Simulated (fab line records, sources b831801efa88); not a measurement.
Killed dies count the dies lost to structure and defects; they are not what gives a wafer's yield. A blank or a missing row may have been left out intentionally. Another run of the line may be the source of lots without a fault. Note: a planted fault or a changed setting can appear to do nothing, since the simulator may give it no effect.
2 desks, one fault | flow gf180mcu | each desk has only its own numbers; what lay behind them comes last

## THE METROLOGY DESK
What the gauges read, lot by lot, whatever tool the lot ran on: means of the sampled wafers that have a number. Marked OUT: a lot whose mean sits more than 4 standard deviations from the usual mean, which makes it out of limits; the brackets give that distance.
Columns: A = STI_CVD_23_THK at GF_STI_THK_MEAS_24, usual 653 nm; B = cd-nm at GF_HV_LDD_CD_MEAS_07, usual 400.5 nm
lot  | first seen here | A   | B
L625 | day 2 14:26     | 653 | 397.2
L627 | day 3 00:35     | 657 | 402.5
L628 | day 3 06:13     | 656 | 396.9
L629 | day 3 11:44     | 659 | 402.1
L630 | day 3 15:50     | 646 | 401.9
L631 | day 3 21:01     | 649 | 400.4
L632 | day 4 02:09     | 654 | 397.6
L639 | day 5 13:14     | 648 | 400.2
L640 | day 5 19:56     | 661 | 402.8
L643 | day 6 11:22     | 649 | 400.9
L644 | day 6 16:11     | 652 | 398.1
L646 | day 7 02:49     | 656 | 402.2
This desk's finding: nothing out of limits on any of the 12 lots.

## DESK OF THE TOOL OWNER: rie-si-02
The tool's own readings at GF_POLY_GATE_ETCH_13 (etches poly-Si in HBr/Cl2, stops on SiO2, target depth 198.5 nm, time 69.6 s): means of the sampled wafers that have a number, for each lot that ran on this tool. Marked OUT: a lot whose mean sits more than 4 standard deviations from the usual mean, which makes it out of limits; the brackets give that distance.
Columns: A = chamber-pressure-mTorr at GF_POLY_GATE_ETCH_13, usual 10.001 mTorr; B = drypump-motor-current-A at GF_POLY_GATE_ETCH_13, usual 5.8 A; C = oes-product-au at GF_POLY_GATE_ETCH_13, usual 0.992 a.u.; D = run-length-s at GF_POLY_GATE_ETCH_13, usual 98.0 s; E = throttle-valve-pct at GF_POLY_GATE_ETCH_13, usual 33.685 %
lot  | first seen here | A      | B   | C     | D              | E
L625 | day 9 17:19     | 10.009 | 5.7 | 0.993 | 97.9           | 33.695
L628 | day 10 17:25    | 10.011 | 5.5 | 0.990 | 97.8           | 33.675
L629 | day 11 00:16    | 10.005 | 5.8 | 0.979 | 97.5           | 33.689
L630 | day 11 04:02    | 9.994  | 5.3 | 1.020 | 76.3 (-42) OUT | 33.682
L631 | day 11 12:01    | 9.997  | 5.6 | 0.983 | 86.8 (-21) OUT | 33.684
L640 | day 14 03:31    | 9.997  | 5.7 | 1.002 | 97.8           | 33.686
L644 | day 15 10:01    | 10.007 | 5.7 | 0.995 | 97.7           | 33.681
L646 | day 15 22:10    | 9.998  | 5.4 | 0.992 | 98.0           | 33.684
This desk's finding: out of limits on L630, L631; first on L630, day 11 04:02 (run-length-s at GF_POLY_GATE_ETCH_13). Within limits: L625, L628, L629, L640, L644, L646.

## ALL TOGETHER
On L630, L631, at day 11 04:02, an alarm was possible from the tool owner's desk.
Nothing out of limits was seen by the metrology desk.
The metrology desk holds a record of L630, L631, inside its limits.
GF_POLY_GATE_ETCH_13 was run on rie-si-02 by each of the lots named.

## WHAT THE SIMULATOR HAD INSERTED
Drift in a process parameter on rie-si-02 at GF_POLY_GATE_ETCH_13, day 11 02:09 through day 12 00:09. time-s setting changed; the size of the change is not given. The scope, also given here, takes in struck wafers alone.
Shown lots that were struck: L630, L631.
Delay in hours, fault start to first out-of-limits reading, by desk: the tool owner's desk at 2.
